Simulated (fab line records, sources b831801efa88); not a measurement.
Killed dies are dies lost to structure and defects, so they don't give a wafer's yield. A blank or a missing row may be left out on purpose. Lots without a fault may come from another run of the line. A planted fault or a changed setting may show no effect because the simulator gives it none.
A struck lot beside a sound one | flow gf180mcu | 19 steps out of a route of 602
Sound: wafers L618.2, L618.3, L618.5. Struck: wafers L611.4, L611.5, L611.6. The cause comes at the end.
At each step with rows: each side's tool, then ch and its chambers, then its first start. Under that, the readings that differ: sound wafers | struck wafers | difference of the means | sigmas: that difference in standard deviations of wafers without a fault.
alike: readings whose means differ by less than 2 such deviations, and words and numbers that are the same on both sides. not compared: withheld readings, readings that some wafer has no value for, bounds like >300 that may hide the same value, and numbers for which the record gives no deviation and whose values overlap.
The two part at a step that has a row with sigmas, a row that says differs or no value, or rows on one side only. Numbers that don't overlap but have no deviation are shown without sigmas and don't part them. A reading that every wafer of one side lacks parts them only if that side has two wafers or more.

GF_HV_LDD_CD_MEAS_31: target cd 400 nm.
  sound on cd_sem-02, day 18 09:15; struck on cd_sem-02, day 16 07:59
  alike: cd_nm
GF_HV_LDD_OVL_MEAS_32:
  sound on overlay-01, day 18 09:22; struck on overlay-02, day 16 08:04
  alike: HV_LDD_02_OVL
then, 4 steps without rows for these wafers: GF_HV_LDD_IMPLANT_33; GF_HV_LDD_IMPLANT_34; GF_HV_LDD_IMPLANT_35; GF_HV_LDD_IMPLANT_36.
GF_HV_LDD_STRIP_37: strips in O2/N2.
  sound on plasma_asher-02 ch 0, day 18 09:59; struck on plasma_asher-04 ch 0,1, day 16 08:43
  alike: drypump_motor_current_A, heater_power_w, oes_product_au, strip_time_to_endpoint_s
  not compared: rf_hours_counter_h
GF_HV_LDD_TW_MEAS_38:
  sound on film_metro-01, day 18 10:06; struck on film_metro-04, day 16 08:49
  alike: HV_LDD_3_TW
then, 4 steps without rows for these wafers: GF_HV_LDD_DEHYDRATE_39 (time 60 s); GF_HV_LDD_HMDS_40 (prime time 60 s); GF_HV_LDD_COAT_41 (resist thk 1000 nm); GF_HV_LDD_SOFTBAKE_42 (time 60 s).
GF_HV_LDD_EXPOSE_43: exposes mask Pplus HV AREA, target cd 400 nm.
  sound on iline_stepper-01 ch 0, day 18 22:56; struck on iline_stepper-02 ch 0, day 16 20:19
  reading                        | sound             | struck               | difference | sigmas
  model.HV_LDD.overlay_x_nm (nm) | 2.248 2.248 2.248 | -109.5 -109.5 -109.5 | -111.7     |
  alike: mask
then, 2 steps without rows for these wafers: GF_HV_LDD_PEB_44; GF_HV_LDD_DEVELOP_45 (develop time 60 s).
GF_HV_LDD_CD_MEAS_46: target cd 400 nm.
  sound on cd_sem-02, day 19 10:38; struck on cd_sem-01, day 17 07:06
  alike: cd_nm
GF_HV_LDD_OVL_MEAS_47:
  sound on overlay-02, day 19 10:44; struck on overlay-02, day 17 07:10
  reading            | sound       | struck               | difference | sigmas
  HV_LDD_03_OVL (nm) | 1.0 2.0 0.1 | -109.2 -109.0 -109.2 | -110.2     | -79
then, 1 step without rows for these wafers: GF_HV_LDD_IMPLANT_48.
-- the record jumps here: 16 days lie between the struck wafers' starts before and after (it left off in module HV_LDD and takes up again in module PASSIVATION, whose first step shown is number 602 of the route) --
GF_PASSIVATION_PROBE_99:
  the record has rows for the struck wafers here (prober-02, day 33 05:17) and none for the sound ones

WHERE THEY PART
First at GF_HV_LDD_OVL_MEAS_47; last, within this record, at GF_PASSIVATION_PROBE_99.

WHY: what the simulator had put in
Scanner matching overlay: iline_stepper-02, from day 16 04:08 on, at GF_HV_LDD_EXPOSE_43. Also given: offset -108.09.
